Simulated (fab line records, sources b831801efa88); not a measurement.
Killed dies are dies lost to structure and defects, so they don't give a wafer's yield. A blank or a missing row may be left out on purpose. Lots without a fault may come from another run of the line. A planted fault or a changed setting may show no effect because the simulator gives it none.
fab line records | flow gf180mcu
record lots=6 wafers=18 last_day=33
route steps=602 shown DNWELL@39 NWELL@42 LVPWELL@54 MVSD@66 MVPSD@78
lots that met no fault: from a run of the same line without faults
start_h: hours from the record's first day to the start of the lot's first wafer shown | wait_h: hours since the lot's step before | " the same as in the row above | L1.1+2: a row that stands for several wafers | - no value, or no start given | * or withheld: withheld | < > ~ a bound
route shown NAME@n: a module of which the file shows steps, and the number in the route of the first | usual: mean/standard deviation of fault-free wafers | same: alike in all rows | chamber/n: place in a boat | sites: the reading at each site | _std_site: their standard deviation | _edge_site: outer sites' mean less inner sites' | radius_mm: how far each site lies from the wafer's centre | mask NAME#n: copy n | behind: the tool/chamber that last shaped the wafer | hold: why the lot was held/for how many hours/how that ended | device: the transistor (n, p or np) that didn't switch | end of line: the same wafers' tests at the end of the route | a step without rows: its recipe alone | killed: dies lost to structure and defects at the first sort, not the wafer's yield | map: a wafer's dies, x killed, . not, _ none there
set.NAME: the setting as run; set.NAME@STEP: as run at that earlier step | model.NAME: the simulator's own value behind a step, which no gauge read
lots at some steps of the route; a table a step, a row a wafer
services: from which hour (start_h, from the record's first day; less than 0 if before it) a tool's chamber was out of use, for how many hours, and why
## steps
# step GF_DNWELL_IMPLANT_07
# recipe species=P energy_kev=1500 dose_cm2=1e+13 tilt_deg=0
# step GF_DNWELL_STRIP_08
# recipe chemistry=O2/N2 power_w=1400 pressure_mtorr=1500 platen_temp_c=250 o2_flow_sccm=3000 n2_flow_sccm=300 overash_fraction=0.5
# usual drypump_motor_current_A=5.46/0.26 heater_power_w=356/42 o2_flow_sccm=3000/9 oes_product_au=0.723/0.0047 strip_time_to_endpoint_s=36.96/0.1
# columns lot.wafer tool chamber start_h wait_h drypump_motor_current_A heater_power_w o2_flow_sccm oes_product_au rf_hours_counter_h strip_time_to_endpoint_s
L354.1 plasma_asher-02 1 41.96 0.1 5.73 432 3009 0.721 40 36.85
L354.2 " 0 " " 5.53 325 3010 0.722 40 36.87
L354.6 " 0 " " 5.48 327 3002 0.718 - 36.81
L356.1 plasma_asher-01 0 51.81 0.1 5.83 403 3000 0.730 37 36.90
L356.4 " 1 " " 5.51 314 3007 0.720 - 36.81
L356.5 " 0 " " 5.80 404 3000 0.724 - 36.88
L357.3 plasma_asher-03 0 59.19 0.1 5.07 353 2994 0.717 - 36.92
L357.4 " 1 " " 5.22 328 3001 0.723 - 36.91
L357.5 " 0 " " 5.09 352 3002 0.729 - 37.04
L358.2 plasma_asher-03 0 63.66 0.1 5.06 344 2995 0.722 26 36.97
L358.4 " 1 " " 5.22 325 3009 0.729 - 36.91
L358.6 " 1 " " 5.22 327 2996 0.731 - 36.85
L369.1 plasma_asher-03 0 124.46 0.1 5.10 352 3004 0.725 33 36.84
L369.2 " 1 " " 5.25 326 2995 0.727 33 36.79
L369.5 " 1 " " 5.22 330 3000 0.720 - 36.95
L373.2 plasma_asher-02 1 145.51 0.1 5.75 414 2995 0.727 3 37.02
L373.3 " 1 " " 5.75 424 2994 0.725 - 37.16
L373.5 " 0 " " 5.46 335 3011 0.723 - 36.97
# step GF_DNWELL_TW_MEAS_09
# usual DNWELL_TW=1351/15
# columns lot.wafer tool chamber start_h wait_h DNWELL_TW
L354.1 film_metro-04 - 42.06 0.1 1345
L354.2 " - " " 1349
L354.6 " - " " 1350
L356.1 film_metro-02 - 51.91 0.1 1355
L356.4 " - " " 1360
L356.5 " - " " 1358
L357.3 film_metro-02 - 59.28 0.1 1365
L357.4 " - " " 1369
L357.5 " - " " 1362
L358.2 film_metro-03 - 63.77 0.1 1347
L358.4 " - " " 1351
L358.6 " - " " 1351
L369.1 film_metro-02 - 124.56 0.1 1372
L369.2 " - " " 1369
L369.5 " - " " 1367
L373.2 film_metro-04 - 145.62 0.1 1362
L373.3 " - " " 1362
L373.5 " - " " 1359
# step GF_NWELL_DEHYDRATE_00
# recipe temp_c=200 time_s=60
# step GF_NWELL_HMDS_01
# recipe prime_time_s=60 prime_temp_c=120
# step GF_NWELL_COAT_02
# recipe spin_rpm=2000 resist_thk_nm=3000
# step GF_NWELL_SOFTBAKE_03
# recipe temp_c=110 time_s=withheld
# step GF_NWELL_EXPOSE_04
# recipe mask_id=Nwell target_cd_nm=860 na=0.6 source_shape=conventional sigma_outer=0.6 dose_mj=260
# step GF_NWELL_PEB_05
# recipe temp_c=115 time_s=withheld
# step GF_NWELL_DEVELOP_06
# recipe wall_angle_deg=90 develop_time_s=60 dev_temp_c=23
# step GF_NWELL_OVL_MEAS_07
# usual NWELL_OVL=-0.5/1.7
# columns lot.wafer tool chamber start_h wait_h NWELL_OVL[nm]
L354.1 overlay-01 - 54.59 - -1.7
L354.2 " - " " -2.4
L354.6 " - " " -0.7
L356.1 overlay-01 - 64.84 - 0.5
L356.4 " - " " 1.2
L356.5 " - " " 0.1
L357.3 overlay-01 - 72.10 - 0.9
L357.4 " - " " 2.8
L357.5 " - " " 2.0
L358.2 overlay-01 - 77.03 - -1.8
L358.4 " - " " -0.1
L358.6 " - " " -4.0
L369.1 overlay-01 - 139.47 - -0.4
L369.2 " - " " 2.1
L369.5 " - " " 0.6
L373.2 overlay-01 - 159.26 - 1.2
L373.3 " - " " -1.7
L373.5 " - " " -0.1
# step GF_NWELL_IMPLANT_08
# recipe species=P energy_kev=450 dose_cm2=1.5e+13 tilt_deg=0
# step GF_NWELL_IMPLANT_09
# recipe species=P energy_kev=160 dose_cm2=4e+12 tilt_deg=0
# usual beam_energy_keV=160.01/0.05 beam_on_s=10.00/0.2 end_station_pressure_torr=5e-06/2.8e-07
# columns lot.wafer tool chamber start_h wait_h beam_energy_keV beam_on_s end_station_pressure_torr
L354.1 implanter-04 0 54.78 0.1 159.96 9.87 5.12e-06
L354.2 " 0 " " 160.02 9.67 4.88e-06
L354.6 " 0 " " 159.95 10.35 4.64e-06
L356.1 implanter-03 0 65.03 0.1 160.08 10.05 4.73e-06
L356.4 " 0 " " 160.02 10.19 5.2e-06
L356.5 " 0 " " 160.03 10.11 5.19e-06
L357.3 implanter-03 - 72.33 0.1 - - -
L357.4 " - " " - - -
L357.5 " - " " - - -
L358.2 implanter-01 - 77.23 0.1 - - -
L358.4 " - " " - - -
L358.6 " - " " - - -
L369.1 implanter-01 0 139.66 0.1 160.06 9.96 4.63e-06
L369.2 " 0 " " 160.04 10.06 4.6e-06
L369.5 " 0 " " 159.97 9.76 5.28e-06
L373.2 implanter-01 0 159.47 0.1 160.00 9.90 5.02e-06
L373.3 " 0 " " 160.02 9.81 5.22e-06
L373.5 " 0 " " 160.08 9.39 4.94e-06
# step GF_NWELL_STRIP_10
# recipe chemistry=O2/N2 power_w=1400 pressure_mtorr=1500 platen_temp_c=250 o2_flow_sccm=3000 n2_flow_sccm=300 overash_fraction=0.5
# usual drypump_motor_current_A=5.8/0.45 heater_power_w=346/48 o2_flow_sccm=3001/9.7 oes_product_au=0.722/0.0046 strip_time_to_endpoint_s=36.99/0.13
# columns lot.wafer tool chamber start_h wait_h drypump_motor_current_A heater_power_w o2_flow_sccm oes_product_au rf_hours_counter_h strip_time_to_endpoint_s
L354.1 plasma_asher-04 1 54.93 0.1 5.5 355 2995 0.713 40 36.91
L354.2 " 0 " " 6.6 290 3014 0.722 40 36.86
L354.6 " 1 " " 5.5 353 2989 0.723 - 36.93
L356.1 plasma_asher-02 1 65.18 0.1 5.7 430 3010 0.723 43 37.04
L356.4 " 0 " " 5.5 321 2995 0.718 - 37.04
L356.5 " 1 " " 5.7 442 3007 0.726 - 36.95
L357.3 plasma_asher-04 0 72.46 0.1 6.6 292 2992 0.717 - 37.07
L357.4 " 1 " " 5.4 354 2995 0.725 - 37.12
L357.5 " 1 " " 5.4 349 2991 0.715 - 37.09
L358.2 plasma_asher-04 1 77.36 0.1 5.4 348 3009 0.716 43 37.18
L358.4 " 1 " " 5.4 356 2990 0.725 - 37.17
L358.6 " 0 " " 6.6 294 3003 0.716 - 37.13
L369.1 plasma_asher-04 1 139.81 0.1 5.5 361 2998 0.718 49 37.06
L369.2 " 0 " " 6.6 294 3015 0.722 49 36.83
L369.5 " 0 " " 6.6 296 3006 0.720 - 37.05
L373.2 plasma_asher-04 1 159.59 0.1 5.5 344 3005 0.727 51 37.03
L373.3 " 0 " " 6.6 286 2990 0.725 - 37.03
L373.5 " 0 " " 6.6 288 3005 0.720 - 36.96
# step GF_NWELL_TW_MEAS_11
# usual NWELL_TW=1574/17
# columns lot.wafer tool chamber start_h wait_h NWELL_TW
L354.1 film_metro-01 - 55.03 0.1 1599
L354.2 " - " " 1595
L354.6 " - " " 1602
L356.1 film_metro-03 - 65.28 0.1 1566
L356.4 " - " " 1564
L356.5 " - " " 1558
L357.3 film_metro-04 - 72.55 0.1 1504
L357.4 " - " " 1506
L357.5 " - " " 1503
L358.2 film_metro-01 - 77.47 0.1 1519
L358.4 " - " " 1513
L358.6 " - " " 1518
L369.1 film_metro-04 - 139.91 0.1 1575
L369.2 " - " " 1571
L369.5 " - " " 1572
L373.2 film_metro-04 - 159.70 0.1 1586
L373.3 " - " " 1581
L373.5 " - " " 1579
# step GF_LVPWELL_DEHYDRATE_00
# recipe temp_c=200 time_s=60
# step GF_LVPWELL_HMDS_01
# recipe prime_time_s=60 prime_temp_c=120
# step GF_LVPWELL_COAT_02
# recipe spin_rpm=2000 resist_thk_nm=3000
# step GF_LVPWELL_SOFTBAKE_03
# recipe temp_c=110 time_s=withheld
# step GF_LVPWELL_EXPOSE_04
# recipe mask_id=LVPWELL target_cd_nm=600 na=0.6 source_shape=conventional sigma_outer=0.6 dose_mj=260
# step GF_LVPWELL_PEB_05
# recipe temp_c=115 time_s=withheld
# step GF_LVPWELL_DEVELOP_06
# recipe wall_angle_deg=90 develop_time_s=60 dev_temp_c=23
# step GF_LVPWELL_OVL_MEAS_07
# usual LVPWELL_OVL=-0.7/1.2
# columns lot.wafer tool chamber start_h wait_h LVPWELL_OVL[nm]
L354.1 overlay-01 - 67.89 - -2.2
L354.2 " - " " -1.8
L354.6 " - " " 0.1
L356.1 overlay-01 - 78.71 - 0.7
L356.4 " - " " 1.1
L356.5 " - " " -1.1
L357.3 overlay-01 - 86.47 - -1.2
L357.4 " - " " 0.6
L357.5 " - " " -0.2
L358.2 overlay-01 - 90.31 - -0.1
L358.4 " - " " 0.5
L358.6 " - " " -0.5
L369.1 overlay-01 - 154.56 - 0.0
L369.2 " - " " -2.4
L369.5 " - " " -2.1
L373.2 overlay-01 - 175.96 - -1.9
L373.3 " - " " -2.6
L373.5 " - " " -2.4
# step GF_LVPWELL_IMPLANT_08
# recipe species=B energy_kev=170 dose_cm2=1.5e+13 tilt_deg=0
# step GF_LVPWELL_IMPLANT_09
# recipe species=B energy_kev=60 dose_cm2=5e+12 tilt_deg=0
# step GF_LVPWELL_STRIP_10
# recipe chemistry=O2/N2 power_w=1400 pressure_mtorr=1500 platen_temp_c=250 o2_flow_sccm=3000 n2_flow_sccm=300 overash_fraction=0.5
# usual drypump_motor_current_A=5.6/0.49 heater_power_w=337/35 o2_flow_sccm=3001/8.8 oes_product_au=0.722/0.0046 strip_time_to_endpoint_s=36.96/0.094
# columns lot.wafer tool chamber start_h wait_h drypump_motor_current_A heater_power_w o2_flow_sccm oes_product_au rf_hours_counter_h strip_time_to_endpoint_s
L354.1 plasma_asher-01 0 68.23 0.1 5.8 390 3008 0.720 38 36.86
L354.2 " 1 " " 5.5 315 3014 0.722 38 36.98
L354.6 " 0 " " 5.8 395 2990 0.720 - 36.87
L356.1 plasma_asher-03 0 79.04 0.1 5.1 350 3010 0.717 28 37.10
L356.4 " 1 " " 5.2 328 2992 0.719 - 37.15
L356.5 " 0 " " 5.1 341 3003 0.721 - 37.09
L357.3 plasma_asher-01 1 86.83 0.1 5.5 305 2991 0.731 - 36.95
L357.4 " 0 " " 5.8 395 2998 0.717 - 36.89
L357.5 " 1 " " 5.5 312 2989 0.721 - 36.91
L358.2 plasma_asher-03 0 90.64 0.1 5.1 354 2986 0.715 29 36.87
L358.4 " 0 " " 5.1 346 2977 0.715 - 36.95
L358.6 " 1 " " 5.2 330 3013 0.721 - 36.83
L369.1 plasma_asher-01 0 154.89 0.1 5.8 399 2988 0.730 47 36.92
L369.2 " 1 " " 5.5 314 3012 0.723 47 36.94
L369.5 " 1 " " 5.5 301 2992 0.725 - 36.91
L373.2 plasma_asher-04 1 176.29 0.1 5.5 356 2992 0.722 53 37.03
L373.3 " 0 " " 6.6 288 2999 0.716 - 37.01
L373.5 " 0 " " 6.6 288 2999 0.720 - 37.01
# step GF_LVPWELL_TW_MEAS_11
# usual LVPWELL_TW=558/5.3
# columns lot.wafer tool chamber start_h wait_h LVPWELL_TW
L354.1 film_metro-04 - 68.33 0.1 562
L354.2 " - " " 560
L354.6 " - " " 562
L356.1 film_metro-04 - 79.14 0.1 564
L356.4 " - " " 562
L356.5 " - " " 565
L357.3 film_metro-01 - 86.92 0.1 566
L357.4 " - " " 566
L357.5 " - " " 569
L358.2 film_metro-04 - 90.75 0.1 559
L358.4 " - " " 562
L358.6 " - " " 558
L369.1 film_metro-04 - 154.99 0.1 562
L369.2 " - " " 563
L369.5 " - " " 563
L373.2 film_metro-04 - 176.40 0.1 560
L373.3 " - " " 561
L373.5 " - " " 563
# step GF_MVSD_DEHYDRATE_00
# recipe temp_c=200 time_s=60
# step GF_MVSD_HMDS_01
# recipe prime_time_s=60 prime_temp_c=120
# step GF_MVSD_COAT_02
# recipe spin_rpm=2000 resist_thk_nm=3000
# step GF_MVSD_SOFTBAKE_03
# recipe temp_c=110 time_s=withheld
# step GF_MVSD_EXPOSE_04
# recipe mask_id=MVSD target_cd_nm=1000 na=0.6 source_shape=conventional sigma_outer=0.6 dose_mj=260
# step GF_MVSD_PEB_05
# recipe temp_c=115 time_s=withheld
# step GF_MVSD_DEVELOP_06
# recipe wall_angle_deg=90 develop_time_s=60 dev_temp_c=23
# step GF_MVSD_OVL_MEAS_07
# usual MVSD_OVL=1.2/1.3
# columns lot.wafer tool chamber start_h wait_h MVSD_OVL[nm]
L354.1 overlay-01 - 82.22 - 1.5
L354.2 " - " " 1.1
L354.6 " - " " -0.8
L356.1 overlay-01 - 93.51 - 1.4
L356.4 " - " " -1.3
L356.5 " - " " -0.8
L357.3 overlay-02 - 101.00 - 0.6
L357.4 " - " " 0.1
L357.5 " - " " 1.2
L358.2 overlay-01 - 104.81 - -1.4
L358.4 " - " " -1.6
L358.6 " - " " -0.4
L369.1 overlay-02 - 170.59 - 1.1
L369.2 " - " " 0.5
L369.5 " - " " 2.9
L373.2 overlay-01 - 192.50 - 0.7
L373.3 " - " " 0.1
L373.5 " - " " 0.8
# step GF_MVSD_IMPLANT_08
# recipe species=P energy_kev=400 dose_cm2=1.6e+13 tilt_deg=0
# step GF_MVSD_IMPLANT_09
# recipe species=P energy_kev=100 dose_cm2=5e+12 tilt_deg=0
# step GF_MVSD_STRIP_10
# recipe chemistry=O2/N2 power_w=1400 pressure_mtorr=1500 platen_temp_c=250 o2_flow_sccm=3000 n2_flow_sccm=300 overash_fraction=0.5
# usual drypump_motor_current_A=5.6/0.52 heater_power_w=340/37 o2_flow_sccm=2999/8 oes_product_au=0.723/0.0047 strip_time_to_endpoint_s=37.00/0.095
# columns lot.wafer tool chamber start_h wait_h drypump_motor_current_A heater_power_w o2_flow_sccm oes_product_au rf_hours_counter_h strip_time_to_endpoint_s
L354.1 plasma_asher-03 1 82.56 0.1 5.2 331 3005 0.722 28 36.97
L354.2 " 0 " " 5.1 348 2996 0.721 28 36.95
L354.6 " 0 " " 5.1 354 2997 0.728 - 37.10
L356.1 plasma_asher-03 0 93.84 0.1 5.0 343 3001 0.729 29 37.22
L356.4 " 1 " " 5.2 334 2982 0.728 - 37.02
L356.5 " 0 " " 5.1 353 3003 0.725 - 37.21
L357.3 plasma_asher-02 0 101.36 0.1 5.5 323 3009 0.717 - 37.02
L357.4 " 1 " " 5.7 442 3003 0.720 - 37.06
L357.5 " 0 " " 5.5 330 2995 0.717 - 37.05
L358.2 plasma_asher-04 1 105.14 0.1 5.4 350 2980 0.724 46 36.94
L358.4 " 0 " " 6.6 289 2994 0.722 - 37.02
L358.6 " 0 " " 6.6 288 2997 0.724 - 36.97
L369.1 plasma_asher-04 0 170.93 0.1 6.6 288 2994 0.733 52 37.08
L369.2 " 1 " " 5.5 351 3000 0.715 52 37.01
L369.5 " 1 " " 5.5 354 2994 0.722 - 37.13
L373.2 plasma_asher-04 0 192.83 0.1 6.5 298 3015 0.721 54 36.97
L373.3 " 0 " " 6.5 287 3004 0.726 - 37.10
L373.5 " 0 " " 6.6 283 3002 0.721 - 37.05
# step GF_MVSD_TW_MEAS_11
# usual MVSD_TW=1580/17
# columns lot.wafer tool chamber start_h wait_h MVSD_TW
L354.1 film_metro-03 - 82.66 0.1 1553
L354.2 " - " " 1546
L354.6 " - " " 1552
L356.1 film_metro-01 - 93.94 0.1 1604
L356.4 " - " " 1602
L356.5 " - " " 1607
L357.3 film_metro-01 - 101.45 0.1 1595
L357.4 " - " " 1587
L357.5 " - " " 1598
L358.2 film_metro-03 - 105.25 0.1 1555
L358.4 " - " " 1561
L358.6 " - " " 1555
L369.1 film_metro-04 - 171.03 0.1 1587
L369.2 " - " " 1579
L369.5 " - " " 1593
L373.2 film_metro-03 - 192.94 0.1 1560
L373.3 " - " " 1561
L373.5 " - " " 1558
# step GF_MVPSD_DEHYDRATE_00
# recipe temp_c=200 time_s=60
# step GF_MVPSD_HMDS_01
# recipe prime_time_s=60 prime_temp_c=120
# step GF_MVPSD_COAT_02
# recipe spin_rpm=2000 resist_thk_nm=3000
# step GF_VT_IMPLANT_RS_MEAS_47
# recipe thk_meas_gauge=four-point-probe
# usual NWELL_RS=487.9/1.2
# columns lot.wafer tool chamber start_h wait_h NWELL_RS[ohm/sq]
L354.1 film_metro-04 - 155.96 0.1 487.2
L354.2 " - " " 486.9
L354.6 " - " " 487.4
L356.1 film_metro-03 - 166.78 0.1 487.6
L356.4 " - " " 488.3
L356.5 " - " " 489.3
L357.3 film_metro-01 - 177.55 0.1 -
L357.4 " - " " -
L357.5 " - " " -
L358.2 film_metro-03 - 180.93 0.1 -
L358.4 " - " " -
L358.6 " - " " -
L369.1 film_metro-01 - 260.95 0.1 488.0
L369.2 " - " " 489.5
L369.5 " - " " 487.0
L373.2 film_metro-04 - 287.01 0.1 486.2
L373.3 " - " " 487.8
L373.5 " - " " 488.4
## services
# columns tool chamber start_h hours kind
implanter-04 - 33.77 8.7 repair
implanter-01 - 41.76 6.9 repair
plasma_asher-01 - 61.76 3.2 repair
implanter-01 - 64.70 6.2 repair
implanter-04 - 74.78 2.6 repair
implanter-01 - 83.01 1.3 repair
plasma_asher-01 - 93.03 8.3 repair
implanter-01 - 107.09 4.2 pm
plasma_asher-02 - 108.82 9.0 pm
plasma_asher-02 0 108.82 9.0 vent_cycle
plasma_asher-02 1 108.82 9.0 vent_cycle
implanter-04 - 111.48 2.1 repair
plasma_asher-02 0 117.82 - clean
plasma_asher-02 1 117.82 - clean
implanter-01 - 136.44 1.1 repair
implanter-04 - 158.09 6.8 pm
plasma_asher-02 - 175.56 5.7 pm
plasma_asher-04 - 179.94 4.5 repair
## key
first_sign step=GF_NWELL_IMPLANT_09 reading=tool_record direction=missing
effect step=GF_NWELL_TW_MEAS_11 reading=NWELL_TW direction=down sigmas=3.8 usual=1574 struck=1511
effect step=GF_VT_IMPLANT_RS_MEAS_47 reading=NWELL_RS direction=missing
met_at GF_NWELL_IMPLANT_09
struck_wafers L357.3,L357.4,L357.5,L358.2,L358.4,L358.6
later_rows_left_out L357.3,L357.4,L357.5,L358.2,L358.4,L358.6
sort_left_out L357.3,L357.4,L357.5,L358.2,L358.4,L358.6
tester_left_out L357,L358
onset_between 65.03 72.33
fault kind=skipped_step_whole tool=implanter-01,implanter-03 chamber=- onset_h=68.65 steps=GF_NWELL_IMPLANT_09 scope=struck_lots_only
# tester_left_out: of these lots the tester's yield and bins aren't shown, on N5 and GAA mostly nor the transistor test; their killed dies are dies lost to structure and defects alone, not to doping, threshold or leakage, so they don't give the yield
# sort_left_out: the simulated sort isn't trusted on such a fault, so these wafers' sort isn't shown, and their yield isn't known
# later_rows_left_out: the simulator's readings of these wafers behind a module that went badly wrong aren't trusted and aren't shown, but for the sort
